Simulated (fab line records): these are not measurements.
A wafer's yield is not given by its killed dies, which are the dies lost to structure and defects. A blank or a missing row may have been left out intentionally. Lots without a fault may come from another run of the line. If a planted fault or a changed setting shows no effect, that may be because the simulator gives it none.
fab line records || flow sky130
record: {"lots": 6, "wafers": 18, "last_day": 50}
route steps=708 shown POLY_GATE@234 LDD_N@237 PAD_OPEN@708
lots that met no fault: taken from a fault-free run of the same line
start_h: hours from the record's opening day to when the first of the lot's shown wafers began || wait_h: hours elapsed since this lot's preceding step || " as in the row above || L1.1+2: one row covering several wafers at once || - no value, or no start was given || * or withheld: withheld || < > ~ a bound
route shown NAME@n: names a module that has steps shown in the file, with the first one's number in the route || usual: mean/standard deviation taken from wafers without a fault || same: alike in all rows || chamber/n: place in a boat || sites: per-site readings || _std_site: standard deviation across them || _edge_site: inner sites' mean taken away from outer sites' mean || radius_mm: how far each site lies from the wafer's centre || mask NAME#n: copy n || behind: the most recent tool/chamber to have shaped the wafer || hold: cause of the lot's hold/its duration in hours/its outcome || device: the transistor (n, p or np) that didn't switch || end of line: the same wafers' tests at the end of the route || where a step has no rows: the recipe by itself || killed: count of dies lost to structure and defects at first sort (not the wafer's yield) || map: a wafer's dies, x killed, . not, _ none there
set.NAME: the setting that was run; set.NAME@STEP: the one run at that earlier step || model.NAME: the simulator's own value behind a step, which no gauge read
lots seen at some steps along the route; tables by step, rows by wafer
services: the hour from which a tool's chamber was out of use, counted from the record's first day as start_h (under 0 if before that day), plus the number of hours and why
== steps ==
step: SKY_POLY_GATE_OXIDATION_20
recipe: {"temp_c": 850, "ambient": "O2", "stabilise_s": 600, "purge_s": 300, "target_thk_a": 40, "ox_time_s": 899}
step: SKY_POLY_GATE_THK_MEAS_21
recipe: {"reads": "SiO2_of_POLY_GATE_OXIDATION_20"}
usual: {"POLY_GATE_OXIDATION_THK": "3.96/0.082"}
{"lot.wafer": "L494.1", "tool": "film_metro-01", "chamber": "-", "start_h": 414.09, "wait_h": 0.0, "POLY_GATE_OXIDATION_THK[nm]": 4.01}
{"lot.wafer": "L494.4", "tool": "film_metro-01", "chamber": "-", "start_h": 414.09, "wait_h": 0.0, "POLY_GATE_OXIDATION_THK[nm]": 3.98}
{"lot.wafer": "L494.5", "tool": "film_metro-01", "chamber": "-", "start_h": 414.09, "wait_h": 0.0, "POLY_GATE_OXIDATION_THK[nm]": 3.98}
{"lot.wafer": "L502.1", "tool": "film_metro-01", "chamber": "-", "start_h": 464.06, "wait_h": 0.0, "POLY_GATE_OXIDATION_THK[nm]": 3.96}
{"lot.wafer": "L502.3", "tool": "film_metro-01", "chamber": "-", "start_h": 464.06, "wait_h": 0.0, "POLY_GATE_OXIDATION_THK[nm]": 3.91}
{"lot.wafer": "L502.5", "tool": "film_metro-01", "chamber": "-", "start_h": 464.06, "wait_h": 0.0, "POLY_GATE_OXIDATION_THK[nm]": 3.98}
{"lot.wafer": "L505.3", "tool": "film_metro-04", "chamber": "-", "start_h": 519.83, "wait_h": 0.0, "POLY_GATE_OXIDATION_THK[nm]": 3.92}
{"lot.wafer": "L505.5", "tool": "film_metro-04", "chamber": "-", "start_h": 519.83, "wait_h": 0.0, "POLY_GATE_OXIDATION_THK[nm]": 3.96}
{"lot.wafer": "L505.6", "tool": "film_metro-04", "chamber": "-", "start_h": 519.83, "wait_h": 0.0, "POLY_GATE_OXIDATION_THK[nm]": 3.95}
{"lot.wafer": "L508.2", "tool": "film_metro-02", "chamber": "-", "start_h": 530.22, "wait_h": 0.0, "POLY_GATE_OXIDATION_THK[nm]": 3.91}
{"lot.wafer": "L508.4", "tool": "film_metro-02", "chamber": "-", "start_h": 530.22, "wait_h": 0.0, "POLY_GATE_OXIDATION_THK[nm]": 4.02}
{"lot.wafer": "L508.6", "tool": "film_metro-02", "chamber": "-", "start_h": 530.22, "wait_h": 0.0, "POLY_GATE_OXIDATION_THK[nm]": 3.94}
{"lot.wafer": "L507.1", "tool": "film_metro-02", "chamber": "-", "start_h": 534.21, "wait_h": 0.0, "POLY_GATE_OXIDATION_THK[nm]": 3.95}
{"lot.wafer": "L507.3", "tool": "film_metro-02", "chamber": "-", "start_h": 534.21, "wait_h": 0.0, "POLY_GATE_OXIDATION_THK[nm]": 3.85}
{"lot.wafer": "L507.5", "tool": "film_metro-02", "chamber": "-", "start_h": 534.21, "wait_h": 0.0, "POLY_GATE_OXIDATION_THK[nm]": 3.90}
{"lot.wafer": "L509.3", "tool": "film_metro-04", "chamber": "-", "start_h": 542.92, "wait_h": 0.0, "POLY_GATE_OXIDATION_THK[nm]": 3.86}
{"lot.wafer": "L509.5", "tool": "film_metro-04", "chamber": "-", "start_h": 542.92, "wait_h": 0.0, "POLY_GATE_OXIDATION_THK[nm]": 3.83}
{"lot.wafer": "L509.6", "tool": "film_metro-04", "chamber": "-", "start_h": 542.92, "wait_h": 0.0, "POLY_GATE_OXIDATION_THK[nm]": 3.87}
step: SKY_POLY_GATE_CD_MEAS_22
usual: {"cd_nm": "150/3.2"}
{"lot.wafer": "L494.1", "tool": "cd_sem-02", "chamber": "-", "start_h": 414.15, "wait_h": 0.1, "cd_nm": 145}
{"lot.wafer": "L494.4", "tool": "cd_sem-02", "chamber": "-", "start_h": 414.15, "wait_h": 0.1, "cd_nm": 142}
{"lot.wafer": "L494.5", "tool": "cd_sem-02", "chamber": "-", "start_h": 414.15, "wait_h": 0.1, "cd_nm": 145}
{"lot.wafer": "L502.1", "tool": "cd_sem-02", "chamber": "-", "start_h": 464.12, "wait_h": 0.1, "cd_nm": 155}
{"lot.wafer": "L502.3", "tool": "cd_sem-02", "chamber": "-", "start_h": 464.12, "wait_h": 0.1, "cd_nm": 146}
{"lot.wafer": "L502.5", "tool": "cd_sem-02", "chamber": "-", "start_h": 464.12, "wait_h": 0.1, "cd_nm": 153}
{"lot.wafer": "L505.3", "tool": "cd_sem-01", "chamber": "-", "start_h": 519.93, "wait_h": 0.1, "cd_nm": 150}
{"lot.wafer": "L505.5", "tool": "cd_sem-01", "chamber": "-", "start_h": 519.93, "wait_h": 0.1, "cd_nm": 145}
{"lot.wafer": "L505.6", "tool": "cd_sem-01", "chamber": "-", "start_h": 519.93, "wait_h": 0.1, "cd_nm": 149}
{"lot.wafer": "L508.2", "tool": "cd_sem-02", "chamber": "-", "start_h": 530.29, "wait_h": 0.1, "cd_nm": 147}
{"lot.wafer": "L508.4", "tool": "cd_sem-02", "chamber": "-", "start_h": 530.29, "wait_h": 0.1, "cd_nm": 152}
{"lot.wafer": "L508.6", "tool": "cd_sem-02", "chamber": "-", "start_h": 530.29, "wait_h": 0.1, "cd_nm": 150}
{"lot.wafer": "L507.1", "tool": "cd_sem-02", "chamber": "-", "start_h": 534.27, "wait_h": 0.1, "cd_nm": 148}
{"lot.wafer": "L507.3", "tool": "cd_sem-02", "chamber": "-", "start_h": 534.27, "wait_h": 0.1, "cd_nm": 143}
{"lot.wafer": "L507.5", "tool": "cd_sem-02", "chamber": "-", "start_h": 534.27, "wait_h": 0.1, "cd_nm": 154}
{"lot.wafer": "L509.3", "tool": "cd_sem-02", "chamber": "-", "start_h": 543.02, "wait_h": 0.1, "cd_nm": 153}
{"lot.wafer": "L509.5", "tool": "cd_sem-02", "chamber": "-", "start_h": 543.02, "wait_h": 0.1, "cd_nm": 151}
{"lot.wafer": "L509.6", "tool": "cd_sem-02", "chamber": "-", "start_h": 543.02, "wait_h": 0.1, "cd_nm": 153}
step: SKY_LDD_N_DEHYDRATE_00
recipe: {"temp_c": 200, "time_s": 60}
step: SKY_LDD_N_HMDS_01
recipe: {"prime_time_s": 60, "prime_temp_c": 120}
step: SKY_LDD_N_COAT_02
recipe: {"resist": "NOVOLAK", "spin_rpm": 3000, "resist_thk_nm": 300}
step: SKY_LDD_N_SOFTBAKE_03
recipe: {"temp_c": 90, "time_s": 60, "resist": "NOVOLAK"}
step: SKY_LDD_N_EXPOSE_04
recipe: {"mask_id": "NTM", "target_cd_nm": 840, "na": 0.6, "source_shape": "conventional", "sigma_outer": 0.6, "dose_mj": 110}
step: SKY_LDD_N_PEB_05
recipe: {"temp_c": "withheld", "time_s": "*", "resist": "NOVOLAK"}
step: SKY_LDD_N_DEVELOP_06
recipe: {"develop_time_s": 60, "dev_temp_c": 23.6}
step: SKY_LDD_N_OVL_MEAS_07
usual: {"LDD_N_OVL": "-0.6/1.2"}
{"lot.wafer": "L494.1", "tool": "overlay-01", "chamber": "-", "start_h": 443.91, "wait_h": 0.1, "LDD_N_OVL[nm]": -1.6}
{"lot.wafer": "L494.4", "tool": "overlay-01", "chamber": "-", "start_h": 443.91, "wait_h": 0.1, "LDD_N_OVL[nm]": -1.0}
{"lot.wafer": "L494.5", "tool": "overlay-01", "chamber": "-", "start_h": 443.91, "wait_h": 0.1, "LDD_N_OVL[nm]": -1.2}
{"lot.wafer": "L502.1", "tool": "overlay-01", "chamber": "-", "start_h": 493.81, "wait_h": 0.1, "LDD_N_OVL[nm]": -0.5}
{"lot.wafer": "L502.3", "tool": "overlay-01", "chamber": "-", "start_h": 493.81, "wait_h": 0.1, "LDD_N_OVL[nm]": -0.3}
{"lot.wafer": "L502.5", "tool": "overlay-01", "chamber": "-", "start_h": 493.81, "wait_h": 0.1, "LDD_N_OVL[nm]": -1.8}
{"lot.wafer": "L505.3", "tool": "overlay-01", "chamber": "-", "start_h": 550.00, "wait_h": 0.1, "LDD_N_OVL[nm]": -2.1}
{"lot.wafer": "L505.5", "tool": "overlay-01", "chamber": "-", "start_h": 550.00, "wait_h": 0.1, "LDD_N_OVL[nm]": -2.0}
{"lot.wafer": "L505.6", "tool": "overlay-01", "chamber": "-", "start_h": 550.00, "wait_h": 0.1, "LDD_N_OVL[nm]": -1.8}
{"lot.wafer": "L508.2", "tool": "overlay-01", "chamber": "-", "start_h": 559.35, "wait_h": 0.1, "LDD_N_OVL[nm]": 0.3}
{"lot.wafer": "L508.4", "tool": "overlay-01", "chamber": "-", "start_h": 559.35, "wait_h": 0.1, "LDD_N_OVL[nm]": -0.4}
{"lot.wafer": "L508.6", "tool": "overlay-01", "chamber": "-", "start_h": 559.35, "wait_h": 0.1, "LDD_N_OVL[nm]": -1.1}
{"lot.wafer": "L507.1", "tool": "overlay-01", "chamber": "-", "start_h": 564.30, "wait_h": 0.1, "LDD_N_OVL[nm]": -0.1}
{"lot.wafer": "L507.3", "tool": "overlay-01", "chamber": "-", "start_h": 564.30, "wait_h": 0.1, "LDD_N_OVL[nm]": -1.1}
{"lot.wafer": "L507.5", "tool": "overlay-01", "chamber": "-", "start_h": 564.30, "wait_h": 0.1, "LDD_N_OVL[nm]": -0.1}
{"lot.wafer": "L509.3", "tool": "overlay-02", "chamber": "-", "start_h": 573.11, "wait_h": 0.1, "LDD_N_OVL[nm]": 0.8}
{"lot.wafer": "L509.5", "tool": "overlay-02", "chamber": "-", "start_h": 573.11, "wait_h": 0.1, "LDD_N_OVL[nm]": 1.1}
{"lot.wafer": "L509.6", "tool": "overlay-02", "chamber": "-", "start_h": 573.11, "wait_h": 0.1, "LDD_N_OVL[nm]": 1.2}
step: SKY_LDD_N_IMPLANT_08
recipe: {"species": "As", "energy_kev": 20, "dose_cm2": 7.5e+13, "tilt_deg": "withheld", "rotation_deg": 23}
step: SKY_LDD_N_IMPLANT_09
recipe: {"species": "As", "energy_kev": 20, "dose_cm2": 7.5e+13, "tilt_deg": "withheld", "rotation_deg": 113}
usual: {"dose_ions_cm2": "7.5e+13/7.1e+10", "faraday_current_uA": "422/8.5"}
{"lot.wafer": "L494.1", "tool": "implanter-02", "chamber": 0, "start_h": 444.09, "wait_h": 0.1, "dose_ions_cm2": 7.509e+13, "faraday_current_uA": 446}
{"lot.wafer": "L494.4", "tool": "implanter-02", "chamber": 0, "start_h": 444.09, "wait_h": 0.1, "dose_ions_cm2": 7.509e+13, "faraday_current_uA": 426}
{"lot.wafer": "L494.5", "tool": "implanter-02", "chamber": 0, "start_h": 444.09, "wait_h": 0.1, "dose_ions_cm2": 7.503e+13, "faraday_current_uA": 427}
{"lot.wafer": "L502.1", "tool": "implanter-02", "chamber": 0, "start_h": 493.99, "wait_h": 0.1, "dose_ions_cm2": 7.516e+13, "faraday_current_uA": 412}
{"lot.wafer": "L502.3", "tool": "implanter-02", "chamber": 0, "start_h": 493.99, "wait_h": 0.1, "dose_ions_cm2": 7.504e+13, "faraday_current_uA": 426}
{"lot.wafer": "L502.5", "tool": "implanter-02", "chamber": 0, "start_h": 493.99, "wait_h": 0.1, "dose_ions_cm2": 7.513e+13, "faraday_current_uA": 417}
{"lot.wafer": "L505.3", "tool": "implanter-04", "chamber": 0, "start_h": 550.23, "wait_h": 0.1, "dose_ions_cm2": 7.5e+13, "faraday_current_uA": 419}
{"lot.wafer": "L505.5", "tool": "implanter-04", "chamber": 0, "start_h": 550.23, "wait_h": 0.1, "dose_ions_cm2": 7.486e+13, "faraday_current_uA": 418}
{"lot.wafer": "L505.6", "tool": "implanter-04", "chamber": 0, "start_h": 550.23, "wait_h": 0.1, "dose_ions_cm2": 7.494e+13, "faraday_current_uA": 427}
{"lot.wafer": "L508.2", "tool": "implanter-04", "chamber": 0, "start_h": 559.55, "wait_h": 0.1, "dose_ions_cm2": 7.491e+13, "faraday_current_uA": 415}
{"lot.wafer": "L508.4", "tool": "implanter-04", "chamber": 0, "start_h": 559.55, "wait_h": 0.1, "dose_ions_cm2": 7.489e+13, "faraday_current_uA": 427}
{"lot.wafer": "L508.6", "tool": "implanter-04", "chamber": 0, "start_h": 559.55, "wait_h": 0.1, "dose_ions_cm2": 7.505e+13, "faraday_current_uA": 418}
{"lot.wafer": "L507.1", "tool": "implanter-02", "chamber": 0, "start_h": 564.49, "wait_h": 0.1, "dose_ions_cm2": 8.786e+13, "faraday_current_uA": 497}
{"lot.wafer": "L507.3", "tool": "implanter-02", "chamber": 0, "start_h": 564.49, "wait_h": 0.1, "dose_ions_cm2": 8.792e+13, "faraday_current_uA": 491}
{"lot.wafer": "L507.5", "tool": "implanter-02", "chamber": 0, "start_h": 564.49, "wait_h": 0.1, "dose_ions_cm2": 8.797e+13, "faraday_current_uA": 484}
{"lot.wafer": "L509.3", "tool": "implanter-02", "chamber": 0, "start_h": 573.34, "wait_h": 0.1, "dose_ions_cm2": 8.789e+13, "faraday_current_uA": 483}
{"lot.wafer": "L509.5", "tool": "implanter-02", "chamber": 0, "start_h": 573.34, "wait_h": 0.1, "dose_ions_cm2": 8.78e+13, "faraday_current_uA": 488}
{"lot.wafer": "L509.6", "tool": "implanter-02", "chamber": 0, "start_h": 573.34, "wait_h": 0.1, "dose_ions_cm2": 8.792e+13, "faraday_current_uA": 487}
step: SKY_LDD_N_IMPLANT_10
recipe: {"species": "As", "energy_kev": 20, "dose_cm2": 7.5e+13, "tilt_deg": "withheld", "rotation_deg": 203}
step: SKY_PAD_OPEN_PROBE_99
usual: {"killed_at_M0_to_M3": "45/7.5", "killed_at_M4_up": "2.8/1.9", "killed_at_contacts": "25/5.5", "killed_at_front_end": "14/4", "killed_at_other": "0.3/0.75", "killed_dies": "87/9.4", "killed_open": "47/6.6", "killed_short": "39/6.6"}
same: {"gross_dies": 492, "killed_at_back_side": 0}
{"lot.wafer": "L494.1", "tool": "prober-01", "chamber": "-", "start_h": 1108.34, "wait_h": 0.1, "killed_at_M0_to_M3": 33, "killed_at_M4_up": 11, "killed_at_contacts": 23, "killed_at_front_end": 19, "killed_at_other": 0, "killed_dies": 86, "killed_open": 47, "killed_short": 34, "model.etest.tip_n.rs_ohm_sq": 443.2}
{"lot.wafer": "L494.4", "tool": "prober-01", "chamber": "-", "start_h": 1108.49, "wait_h": 0.2, "killed_at_M0_to_M3": 41, "killed_at_M4_up": 4, "killed_at_contacts": 29, "killed_at_front_end": 16, "killed_at_other": 0, "killed_dies": 90, "killed_open": 43, "killed_short": 47, "model.etest.tip_n.rs_ohm_sq": 437.2}
{"lot.wafer": "L494.5", "tool": "prober-01", "chamber": "-", "start_h": 1108.54, "wait_h": 0.2, "killed_at_M0_to_M3": 54, "killed_at_M4_up": 3, "killed_at_contacts": 27, "killed_at_front_end": 10, "killed_at_other": 0, "killed_dies": 94, "killed_open": 49, "killed_short": 45, "model.etest.tip_n.rs_ohm_sq": 441}
{"lot.wafer": "L502.1", "tool": "prober-01", "chamber": "-", "start_h": 1138.62, "wait_h": 0.1, "killed_at_M0_to_M3": 44, "killed_at_M4_up": 2, "killed_at_contacts": 24, "killed_at_front_end": 18, "killed_at_other": 0, "killed_dies": 88, "killed_open": 46, "killed_short": 42, "model.etest.tip_n.rs_ohm_sq": 440.4}
{"lot.wafer": "L502.3", "tool": "prober-01", "chamber": "-", "start_h": 1138.72, "wait_h": 0.2, "killed_at_M0_to_M3": 49, "killed_at_M4_up": 1, "killed_at_contacts": 21, "killed_at_front_end": 17, "killed_at_other": 0, "killed_dies": 88, "killed_open": 50, "killed_short": 38, "model.etest.tip_n.rs_ohm_sq": 442.1}
{"lot.wafer": "L502.5", "tool": "prober-01", "chamber": "-", "start_h": 1138.82, "wait_h": 0.2, "killed_at_M0_to_M3": 61, "killed_at_M4_up": 1, "killed_at_contacts": 26, "killed_at_front_end": 23, "killed_at_other": 1, "killed_dies": 112, "killed_open": 66, "killed_short": 46, "model.etest.tip_n.rs_ohm_sq": 442.5}
{"lot.wafer": "L505.3", "tool": "prober-02", "chamber": "-", "start_h": 1175.28, "wait_h": 0.2, "killed_at_M0_to_M3": 45, "killed_at_M4_up": 2, "killed_at_contacts": 14, "killed_at_front_end": 16, "killed_at_other": 1, "killed_dies": 78, "killed_open": 44, "killed_short": 34, "model.etest.tip_n.rs_ohm_sq": 439.9}
{"lot.wafer": "L505.5", "tool": "prober-02", "chamber": "-", "start_h": 1175.38, "wait_h": 0.2, "killed_at_M0_to_M3": 47, "killed_at_M4_up": 1, "killed_at_contacts": 25, "killed_at_front_end": 18, "killed_at_other": 0, "killed_dies": 91, "killed_open": 48, "killed_short": 43, "model.etest.tip_n.rs_ohm_sq": 440.1}
{"lot.wafer": "L505.6", "tool": "prober-02", "chamber": "-", "start_h": 1175.43, "wait_h": 0.2, "killed_at_M0_to_M3": 44, "killed_at_M4_up": 2, "killed_at_contacts": 24, "killed_at_front_end": 8, "killed_at_other": 1, "killed_dies": 79, "killed_open": 35, "killed_short": 44, "model.etest.tip_n.rs_ohm_sq": 437.8}
{"lot.wafer": "L508.2", "tool": "prober-01", "chamber": "-", "start_h": 1181.01, "wait_h": 0.1, "killed_at_M0_to_M3": 30, "killed_at_M4_up": 2, "killed_at_contacts": 27, "killed_at_front_end": 14, "killed_at_other": 0, "killed_dies": 73, "killed_open": 45, "killed_short": 28, "model.etest.tip_n.rs_ohm_sq": 440.9}
{"lot.wafer": "L508.4", "tool": "prober-01", "chamber": "-", "start_h": 1181.11, "wait_h": 0.2, "killed_at_M0_to_M3": 53, "killed_at_M4_up": 3, "killed_at_contacts": 18, "killed_at_front_end": 12, "killed_at_other": 0, "killed_dies": 86, "killed_open": 37, "killed_short": 49, "model.etest.tip_n.rs_ohm_sq": 440.7}
{"lot.wafer": "L508.6", "tool": "prober-01", "chamber": "-", "start_h": 1181.21, "wait_h": 0.2, "killed_at_M0_to_M3": 46, "killed_at_M4_up": 4, "killed_at_contacts": 18, "killed_at_front_end": 23, "killed_at_other": 0, "killed_dies": 91, "killed_open": 37, "killed_short": 54, "model.etest.tip_n.rs_ohm_sq": 441.9}
{"lot.wafer": "L507.1", "tool": "prober-02", "chamber": "-", "start_h": 1181.93, "wait_h": 0.1, "killed_at_M0_to_M3": 39, "killed_at_M4_up": 4, "killed_at_contacts": 28, "killed_at_front_end": 12, "killed_at_other": 0, "killed_dies": 83, "killed_open": 48, "killed_short": 35, "model.etest.tip_n.rs_ohm_sq": 430.7}
{"lot.wafer": "L507.3", "tool": "prober-02", "chamber": "-", "start_h": 1182.03, "wait_h": 0.2, "killed_at_M0_to_M3": 43, "killed_at_M4_up": 3, "killed_at_contacts": 28, "killed_at_front_end": 12, "killed_at_other": 0, "killed_dies": 86, "killed_open": 54, "killed_short": 32, "model.etest.tip_n.rs_ohm_sq": 424.6}
{"lot.wafer": "L507.5", "tool": "prober-02", "chamber": "-", "start_h": 1182.13, "wait_h": 0.2, "killed_at_M0_to_M3": 50, "killed_at_M4_up": 0, "killed_at_contacts": 19, "killed_at_front_end": 15, "killed_at_other": 0, "killed_dies": 84, "killed_open": 50, "killed_short": 34, "model.etest.tip_n.rs_ohm_sq": 428.3}
{"lot.wafer": "L509.3", "tool": "prober-02", "chamber": "-", "start_h": 1188.17, "wait_h": 0.2, "killed_at_M0_to_M3": 46, "killed_at_M4_up": 1, "killed_at_contacts": 22, "killed_at_front_end": 15, "killed_at_other": 0, "killed_dies": 84, "killed_open": 48, "killed_short": 36, "model.etest.tip_n.rs_ohm_sq": 428.5}
{"lot.wafer": "L509.5", "tool": "prober-02", "chamber": "-", "start_h": 1188.27, "wait_h": 0.2, "killed_at_M0_to_M3": 41, "killed_at_M4_up": 6, "killed_at_contacts": 30, "killed_at_front_end": 12, "killed_at_other": 1, "killed_dies": 90, "killed_open": 46, "killed_short": 44, "model.etest.tip_n.rs_ohm_sq": 429}
{"lot.wafer": "L509.6", "tool": "prober-02", "chamber": "-", "start_h": 1188.32, "wait_h": 0.2, "killed_at_M0_to_M3": 45, "killed_at_M4_up": 4, "killed_at_contacts": 26, "killed_at_front_end": 10, "killed_at_other": 0, "killed_dies": 85, "killed_open": 44, "killed_short": 41, "model.etest.tip_n.rs_ohm_sq": 426.1}
killed by level:class
L494.1 VIA1:geometric_particle:open=9 CONTACT:geometric_particle:open=8 LI_CONTACT:geometric_particle:open=7 VIA2:geometric_particle:open=7 FIELD_ISO:geometric_particle:open=5 METAL4:geometric_particle:short=5 VIA4:area_etch=5 LOCAL_INTERCONNECT:geometric_particle:short=4
L494.4 CONTACT:geometric_particle:open=13 VIA1:geometric_particle:short=7 METAL2:geometric_particle:short=6 VIA2:geometric_particle:open=6 VIA1:geometric_particle:open=5 METAL1:geometric_particle:short=5 CONTACT:geometric_particle:short=5 VIA2:geometric_particle:short=5
L494.5 VIA1:geometric_particle:open=11 LI_CONTACT:geometric_particle:open=11 METAL2:geometric_particle:short=8 VIA2:geometric_particle:open=8 VIA1:geometric_particle:short=7 LOCAL_INTERCONNECT:geometric_particle:short=6 VIA3:geometric_particle:open=6 CONTACT:geometric_particle:open=5
L502.1 LI_CONTACT:geometric_particle:open=9 VIA1:geometric_particle:open=8 VIA3:geometric_particle:open=7 LOCAL_INTERCONNECT:geometric_particle:short=6 METAL1:geometric_particle:short=5 CONTACT:geometric_particle:open=5 FIELD_ISO:geometric_particle:short=4 SPACER:geometric_particle:open=4
L502.3 VIA1:geometric_particle:open=10 METAL1:geometric_particle:short=8 CONTACT:geometric_particle:open=8 VIA3:geometric_particle:open=8 FIELD_ISO:geometric_particle:open=6 CONTACT:geometric_particle:short=6 VIA2:geometric_particle:open=6 METAL2:geometric_particle:short=5
L502.5 VIA1:geometric_particle:open=17 FIELD_ISO:geometric_particle:open=10 CONTACT:geometric_particle:open=9 LI_CONTACT:geometric_particle:open=8 METAL1:geometric_particle:short=7 METAL2:geometric_particle:short=7 VIA3:geometric_particle:open=7 CONTACT:geometric_particle:short=5
L505.3 VIA1:geometric_particle:open=11 VIA3:geometric_particle:open=8 METAL2:geometric_particle:short=6 VIA2:geometric_particle:open=6 FIELD_ISO:geometric_particle:open=5 CONTACT:geometric_particle:short=5 FIELD_ISO:geometric_particle:short=4 LI_CONTACT:geometric_particle:short=4
L505.5 VIA1:geometric_particle:short=11 VIA1:geometric_particle:open=11 CONTACT:geometric_particle:open=9 LI_CONTACT:geometric_particle:open=7 CONTACT:geometric_particle:short=6 VIA2:geometric_particle:open=6 FIELD_ISO:geometric_particle:open=5 FIELD_ISO:geometric_particle:short=5
L505.6 VIA1:geometric_particle:open=9 VIA2:geometric_particle:open=7 LI_CONTACT:geometric_particle:open=6 CONTACT:geometric_particle:open=6 VIA1:geometric_particle:short=5 CONTACT:geometric_particle:short=5 METAL1:geometric_particle:short=5 VIA3:geometric_particle:short=5
L508.2 CONTACT:geometric_particle:open=14 VIA1:geometric_particle:open=7 LI_CONTACT:geometric_particle:open=7 VIA2:geometric_particle:open=6 METAL1:geometric_particle:short=5 CONTACT:geometric_particle:short=4 FIELD_ISO:geometric_particle:short=3 POLY_GATE:geometric_particle:short=3
L508.4 METAL1:geometric_particle:short=11 VIA1:geometric_particle:open=10 VIA1:geometric_particle:short=8 LOCAL_INTERCONNECT:geometric_particle:short=5 METAL2:geometric_particle:short=5 LI_CONTACT:geometric_particle:open=4 CONTACT:geometric_particle:short=4 VIA2:geometric_particle:open=4
L508.6 VIA1:geometric_particle:open=7 METAL1:geometric_particle:short=7 VIA3:geometric_particle:open=7 VIA3:geometric_particle:short=7 POLY_GATE:geometric_particle:short=6 FIELD_ISO:geometric_particle:short=5 LI_CONTACT:geometric_particle:open=5 CONTACT:geometric_particle:short=5
L507.1 CONTACT:geometric_particle:open=15 VIA1:geometric_particle:open=13 FIELD_ISO:geometric_particle:open=5 VIA3:geometric_particle:open=5 LOCAL_INTERCONNECT:geometric_particle:short=5 METAL1:geometric_particle:short=5 LI_CONTACT:geometric_particle:open=4 METAL4:geometric_particle:short=4
L507.3 LI_CONTACT:geometric_particle:open=9 CONTACT:geometric_particle:open=9 VIA3:geometric_particle:open=9 VIA1:geometric_particle:open=8 VIA2:geometric_particle:open=8 LOCAL_INTERCONNECT:geometric_particle:short=6 FIELD_ISO:geometric_particle:open=5 VIA1:geometric_particle:short=5
L507.5 VIA1:geometric_particle:open=12 CONTACT:geometric_particle:open=9 LI_CONTACT:geometric_particle:open=7 VIA1:geometric_particle:short=7 METAL1:geometric_particle:short=6 VIA2:geometric_particle:open=6 VIA3:geometric_particle:open=6 FIELD_ISO:geometric_particle:open=5
L509.3 VIA1:geometric_particle:open=10 CONTACT:geometric_particle:open=8 LI_CONTACT:geometric_particle:open=7 POLY_GATE:geometric_particle:open=5 VIA1:geometric_particle:short=5 VIA2:geometric_particle:open=5 VIA3:geometric_particle:open=5 METAL1:geometric_particle:short=4
L509.5 VIA1:geometric_particle:open=11 CONTACT:geometric_particle:open=8 LOCAL_INTERCONNECT:geometric_particle:short=7 LI_CONTACT:geometric_particle:open=6 POLY_GATE:geometric_particle:open=5 VIA2:geometric_particle:short=5 METAL4:geometric_particle:short=5 FIELD_ISO:geometric_particle:short=4
L509.6 VIA1:geometric_particle:open=10 VIA2:geometric_particle:open=10 LI_CONTACT:geometric_particle:open=9 CONTACT:geometric_particle:short=7 VIA1:geometric_particle:short=5 FIELD_ISO:geometric_particle:short=4 LOCAL_INTERCONNECT:geometric_particle:short=4 VIA2:geometric_particle:short=4
== services ==
{"tool": "implanter-04", "chamber": "-", "start_h": 452.21, "hours": 5.4, "kind": "repair"}
{"tool": "implanter-04", "chamber": "-", "start_h": 497.84, "hours": 0.8, "kind": "repair"}
{"tool": "implanter-04", "chamber": "-", "start_h": 511.71, "hours": 2.0, "kind": "repair"}
{"tool": "implanter-04", "chamber": "-", "start_h": 521.40, "hours": 4.9, "kind": "repair"}
== key ==
first_sign: {"step": "SKY_LDD_N_IMPLANT_09", "reading": "dose_ions_cm2", "direction": "up", "sigmas": "99+", "usual": "*", "struck": "*"}
effect: {"step": "SKY_LDD_N_IMPLANT_09", "reading": "faraday_current_uA", "direction": "up", "sigmas": 7.8, "usual": 422, "struck": 488}
model_effect: {"step": "SKY_PAD_OPEN_PROBE_99", "value": "etest.tip_n.rs_ohm_sq", "without": 439.2, "struck": 427.9}
met_at SKY_LDD_N_IMPLANT_09
struck_wafers L507.1,L507.3,L507.5,L509.3,L509.5,L509.6
tester_left_out L507,L509
onset_between 493.99 564.49
fault: {"kind": "process_parameter_drift", "tool": "implanter-02", "chamber": "-", "onset_h": 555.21, "steps": "SKY_LDD_N_IMPLANT_09", "channel": "dose_cm2", "offset": "*", "shape": "step", "end_h": 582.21, "acts_in": "*", "stated": "*"}
tester_left_out: of these lots the tester's yield and bins aren't shown, on N5 and GAA mostly nor the transistor test; their killed dies are dies lost to structure and defects alone, not to doping, threshold or leakage, so they don't give the yield
